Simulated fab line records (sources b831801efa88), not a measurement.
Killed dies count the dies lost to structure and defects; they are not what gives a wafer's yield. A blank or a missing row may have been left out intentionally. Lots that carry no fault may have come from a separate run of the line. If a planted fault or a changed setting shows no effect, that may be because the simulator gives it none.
Which tool was responsible? :: flow sky130 :: 10 lots, 30 wafers sampled, at 6 steps of a route of 708

== WHAT THE GAUGES READ, wafer by wafer ==
SKY_CAPM_RS_MEAS_03: measures by four-point-probe. Usual: for CAPM_TIN_RS the level is 6.94 ohm/sq and the standard deviation is 0.071.
lot: L461
measured: day 36 02:28
on: film-metro-04
CAPM_TIN_RS (ohm/sq): 6.89 6.93 6.89
flag: 

lot: L462
measured: day 36 19:55
on: film-metro-04
CAPM_TIN_RS (ohm/sq): 6.99 6.90 6.83
flag: 

lot: L468
measured: day 39 06:02
on: film-metro-04
CAPM_TIN_RS (ohm/sq): 7.43 7.39 7.32
flag: OFF

lot: L469
measured: day 39 10:08
on: film-metro-04
CAPM_TIN_RS (ohm/sq): 7.39 7.32 7.44
flag: OFF

lot: L472
measured: day 40 19:43
on: film-metro-04
CAPM_TIN_RS (ohm/sq): 6.93 6.89 6.86
flag: 

lot: L477
measured: day 41 11:23
on: film-metro-02
CAPM_TIN_RS (ohm/sq): 6.92 6.99 6.97
flag: 

lot: L478
measured: day 42 04:29
on: film-metro-03
CAPM_TIN_RS (ohm/sq): 6.88 6.86 6.91
flag: 

lot: L481
measured: day 42 13:26
on: film-metro-02
CAPM_TIN_RS (ohm/sq): 6.91 6.90 6.91
flag: 

lot: L482
measured: day 42 17:04
on: film-metro-03
CAPM_TIN_RS (ohm/sq): 6.93 6.91 6.95
flag: 

lot: L483
measured: day 43 01:13
on: film-metro-02
CAPM_TIN_RS (ohm/sq): 7.09 6.96 7.03
flag: 

SKY_CAPM_THK_MEAS_04: measures by xrf. Usual: for CAPM_TIN_THK the level is 196.6 nm and the standard deviation is 2.4.
lot: L461
measured: day 36 02:35
on: film-metro-04
CAPM_TIN_THK (nm): 198.0 197.1 197.8
flag: 

lot: L462
measured: day 36 20:02
on: film-metro-04
CAPM_TIN_THK (nm): 195.2 197.2 199.8
flag: 

lot: L468
measured: day 39 06:09
on: film-metro-04
CAPM_TIN_THK (nm): 185.1 186.2 187.2
flag: OFF

lot: L469
measured: day 39 10:15
on: film-metro-04
CAPM_TIN_THK (nm): 186.5 187.7 185.0
flag: OFF

lot: L472
measured: day 40 19:50
on: film-metro-04
CAPM_TIN_THK (nm): 196.8 198.2 199.1
flag: 

lot: L477
measured: day 41 11:30
on: film-metro-02
CAPM_TIN_THK (nm): 197.9 194.9 196.4
flag: 

lot: L478
measured: day 42 04:36
on: film-metro-03
CAPM_TIN_THK (nm): 196.0 197.0 195.7
flag: 

lot: L481
measured: day 42 13:34
on: film-metro-02
CAPM_TIN_THK (nm): 198.2 197.9 198.3
flag: 

lot: L482
measured: day 42 17:11
on: film-metro-03
CAPM_TIN_THK (nm): 194.4 194.4 194.2
flag: 

lot: L483
measured: day 43 01:20
on: film-metro-02
CAPM_TIN_THK (nm): 193.0 195.8 194.9
flag: 

== TOOL THAT RAN EACH LOT (tool first, then ch and the chambers of the sampled wafers, then the start) ==
lot: L461
SKY_VIA2_STRIP_16: plasma-asher-04 ch 0,1, day 36 00:49
SKY_METAL3_SPUTTER_04: pvd-sputter-01, day 36 02:14
SKY_CAPM_CVD_00: pecvd-03 ch 0,1,2, day 36 02:17
SKY_CAPM_SPUTTER_02: pvd-sputter-03, day 36 02:22

lot: L462
SKY_VIA2_STRIP_16: plasma-asher-01 ch 0,1, day 36 18:16
SKY_METAL3_SPUTTER_04: pvd-sputter-01, day 36 19:40
SKY_CAPM_CVD_00: pecvd-03 ch 0,1,2, day 36 19:43
SKY_CAPM_SPUTTER_02: pvd-sputter-02, day 36 19:47

lot: L468
SKY_VIA2_STRIP_16: plasma-asher-04 ch 0,1, day 39 04:25
SKY_METAL3_SPUTTER_04: pvd-sputter-01, day 39 05:47
SKY_CAPM_CVD_00: pecvd-03 ch 0,1,2, day 39 05:50
SKY_CAPM_SPUTTER_02: pvd-sputter-04, day 39 05:55

lot: L469
SKY_VIA2_STRIP_16: plasma-asher-01 ch 0,1, day 39 08:28
SKY_METAL3_SPUTTER_04: pvd-sputter-01, day 39 09:53
SKY_CAPM_CVD_00: pecvd-04 ch 0,1, day 39 09:56
SKY_CAPM_SPUTTER_02: pvd-sputter-04, day 39 10:01

lot: L472
SKY_VIA2_STRIP_16: plasma-asher-03 ch 0,1, day 40 17:59
SKY_METAL3_SPUTTER_04: pvd-sputter-01, day 40 19:29
SKY_CAPM_CVD_00: pecvd-01 ch 1,2, day 40 19:32
SKY_CAPM_SPUTTER_02: pvd-sputter-02, day 40 19:37

lot: L477
SKY_VIA2_STRIP_16: plasma-asher-04 ch 0,1, day 41 09:46
SKY_METAL3_SPUTTER_04: pvd-sputter-04, day 41 11:08
SKY_CAPM_CVD_00: pecvd-01 ch 1,2, day 41 11:11
SKY_CAPM_SPUTTER_02: pvd-sputter-02, day 41 11:16

lot: L478
SKY_VIA2_STRIP_16: plasma-asher-03 ch 0,1, day 42 02:52
SKY_METAL3_SPUTTER_04: pvd-sputter-01, day 42 04:14
SKY_CAPM_CVD_00: pecvd-01 ch 0,2, day 42 04:17
SKY_CAPM_SPUTTER_02: pvd-sputter-03, day 42 04:22

lot: L481
SKY_VIA2_STRIP_16: plasma-asher-01 ch 0,1, day 42 11:50
SKY_METAL3_SPUTTER_04: pvd-sputter-03, day 42 13:12
SKY_CAPM_CVD_00: pecvd-04 ch 0,1,2, day 42 13:15
SKY_CAPM_SPUTTER_02: pvd-sputter-02, day 42 13:20

lot: L482
SKY_VIA2_STRIP_16: plasma-asher-04 ch 0,1, day 42 15:26
SKY_METAL3_SPUTTER_04: pvd-sputter-04, day 42 16:49
SKY_CAPM_CVD_00: pecvd-01 ch 0,1,2, day 42 16:52
SKY_CAPM_SPUTTER_02: pvd-sputter-02, day 42 16:57

lot: L483
SKY_VIA2_STRIP_16: plasma-asher-04 ch 0,1, day 42 23:34
SKY_METAL3_SPUTTER_04: pvd-sputter-04, day 43 00:58
SKY_CAPM_CVD_00: pecvd-03 ch 1,2, day 43 01:01
SKY_CAPM_SPUTTER_02: pvd-sputter-03, day 43 01:06
- SKY_VIA2_STRIP_16: strips in O2/N2.
- SKY_METAL3_SPUTTER_04: material TiN, target thk 70 nm, time 58.3 s.
- SKY_CAPM_CVD_00: deposits SiO2, target thk 15.5 nm.
- SKY_CAPM_SPUTTER_02: material TiN, target thk 200 nm, time 166.7 s.

== WHAT THE TOOLS THEMSELVES READ (means of the sampled wafers that have a number; where no wafer has one, the mark that the record gives instead) ==
SKY_VIA2_STRIP_16. Usual: drypump-motor-current-A 6.14 A, standard deviation 0.2; oes-product-au 0.399 a.u., standard deviation 0.0044; strip-time-to-endpoint-s 4.039 s, standard deviation 0.022.
lot: L461
tool: plasma-asher-04
drypump-motor-current-A (A): 6.19
oes-product-au (a.u.): 0.397
strip-time-to-endpoint-s (s): 4.011
flag: 

lot: L462
tool: plasma-asher-01
drypump-motor-current-A (A): 6.12
oes-product-au (a.u.): 0.396
strip-time-to-endpoint-s (s): 4.077
flag: 

lot: L468
tool: plasma-asher-04
drypump-motor-current-A (A): 6.09
oes-product-au (a.u.): 0.401
strip-time-to-endpoint-s (s): 4.029
flag: 

lot: L469
tool: plasma-asher-01
drypump-motor-current-A (A): 6.13
oes-product-au (a.u.): 0.398
strip-time-to-endpoint-s (s): 4.073
flag: 

lot: L472
tool: plasma-asher-03
drypump-motor-current-A (A): 6.25
oes-product-au (a.u.): 0.397
strip-time-to-endpoint-s (s): 4.057
flag: 

lot: L477
tool: plasma-asher-04
drypump-motor-current-A (A): 6.19
oes-product-au (a.u.): 0.402
strip-time-to-endpoint-s (s): 4.006
flag: 

lot: L478
tool: plasma-asher-03
drypump-motor-current-A (A): 6.24
oes-product-au (a.u.): 0.398
strip-time-to-endpoint-s (s): 4.059
flag: 

lot: L481
tool: plasma-asher-01
drypump-motor-current-A (A): 6.14
oes-product-au (a.u.): 0.402
strip-time-to-endpoint-s (s): 4.040
flag: 

lot: L482
tool: plasma-asher-04
drypump-motor-current-A (A): 6.18
oes-product-au (a.u.): 0.402
strip-time-to-endpoint-s (s): 4.054
flag: 

lot: L483
tool: plasma-asher-04
drypump-motor-current-A (A): 6.18
oes-product-au (a.u.): 0.398
strip-time-to-endpoint-s (s): 4.022
flag: 

SKY_METAL3_SPUTTER_04. Usual: throttle-valve-pct reads 29.4 % (standard deviation 0.95).
lot: L461
tool: pvd-sputter-01
throttle-valve-pct (%): 29.6
flag: 

lot: L462
tool: pvd-sputter-01
throttle-valve-pct (%): 29.9
flag: 

lot: L468
tool: pvd-sputter-01
throttle-valve-pct (%): 30.1
flag: 

lot: L469
tool: pvd-sputter-01
throttle-valve-pct (%): 29.8
flag: 

lot: L472
tool: pvd-sputter-01
throttle-valve-pct (%): 30.3
flag: 

lot: L477
tool: pvd-sputter-04
throttle-valve-pct (%): 29.0
flag: 

lot: L478
tool: pvd-sputter-01
throttle-valve-pct (%): 30.3
flag: 

lot: L481
tool: pvd-sputter-03
throttle-valve-pct (%): 28.8
flag: 

lot: L482
tool: pvd-sputter-04
throttle-valve-pct (%): 29.2
flag: 

lot: L483
tool: pvd-sputter-04
throttle-valve-pct (%): 29.4
flag: 

SKY_CAPM_CVD_00. Usual: heater-power-w reads 731 W (standard deviation 130).
lot: L461
tool: pecvd-03
heater-power-w (W): 698
flag: 

lot: L462
tool: pecvd-03
heater-power-w (W): 715
flag: 

lot: L468
tool: pecvd-03
heater-power-w (W): 768
flag: 

lot: L469
tool: pecvd-04
heater-power-w (W): 808
flag: 

lot: L472
tool: pecvd-01
heater-power-w (W): 862
flag: 

lot: L477
tool: pecvd-01
heater-power-w (W): 754
flag: 

lot: L478
tool: pecvd-01
heater-power-w (W): 612
flag: 

lot: L481
tool: pecvd-04
heater-power-w (W): 734
flag: 

lot: L482
tool: pecvd-01
heater-power-w (W): 750
flag: 

lot: L483
tool: pecvd-03
heater-power-w (W): 700
flag: 

SKY_CAPM_SPUTTER_02. Usual: throttle-valve-pct reads 29.6 % (standard deviation 0.99).
lot: L461
tool: pvd-sputter-03
throttle-valve-pct (%): 28.2
flag: 

lot: L462
tool: pvd-sputter-02
throttle-valve-pct (%): 30.2
flag: 

lot: L468
tool: pvd-sputter-04
throttle-valve-pct (%): 29.4
flag: 

lot: L469
tool: pvd-sputter-04
throttle-valve-pct (%): 28.9
flag: 

lot: L472
tool: pvd-sputter-02
throttle-valve-pct (%): 29.8
flag: 

lot: L477
tool: pvd-sputter-02
throttle-valve-pct (%): 30.2
flag: 

lot: L478
tool: pvd-sputter-03
throttle-valve-pct (%): 28.8
flag: 

lot: L481
tool: pvd-sputter-02
throttle-valve-pct (%): 30.6
flag: 

lot: L482
tool: pvd-sputter-02
throttle-valve-pct (%): 30.5
flag: 

lot: L483
tool: pvd-sputter-03
throttle-valve-pct (%): 29.6
flag: 

== THE ANSWER, worked out from the rows above alone ==
Rule: take the mean of a lot's wafers that have a number; if it is more than 3 standard deviations from the usual mean, the lot is off. Also off: a lot with no number at a reading for which 4 or more lots have one. Any other lot the step has rows for is counted as sound. First the gauges in route order, then the tools' own readings, where a lot's mean is used as printed above. At the first step where some lot is off, the reading lying furthest off is the one used; lots without a number count as furthest.
Off: at SKY_CAPM_RS_MEAS_03 (CAPM_TIN_RS), L468, L469.
If a tool, at a process step before that reading, ran all the lots that are off and no sound lot after the first of them, it fits. Gauges at SKY_CAPM_RS_MEAS_03: tried the same way as those tools. One fits: SKY_CAPM_SPUTTER_02 on pvd-sputter-04. It ran no sound lot before its first lot that is off in this sample, so the start can't be narrowed down.

== WHAT WAS PUT IN BY THE SIMULATOR ==
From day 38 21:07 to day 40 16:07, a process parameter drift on pvd-sputter-04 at SKY_CAPM_SPUTTER_02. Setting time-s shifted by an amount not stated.
Lots struck among those shown: L468, L469. This agrees with what the rule above found.
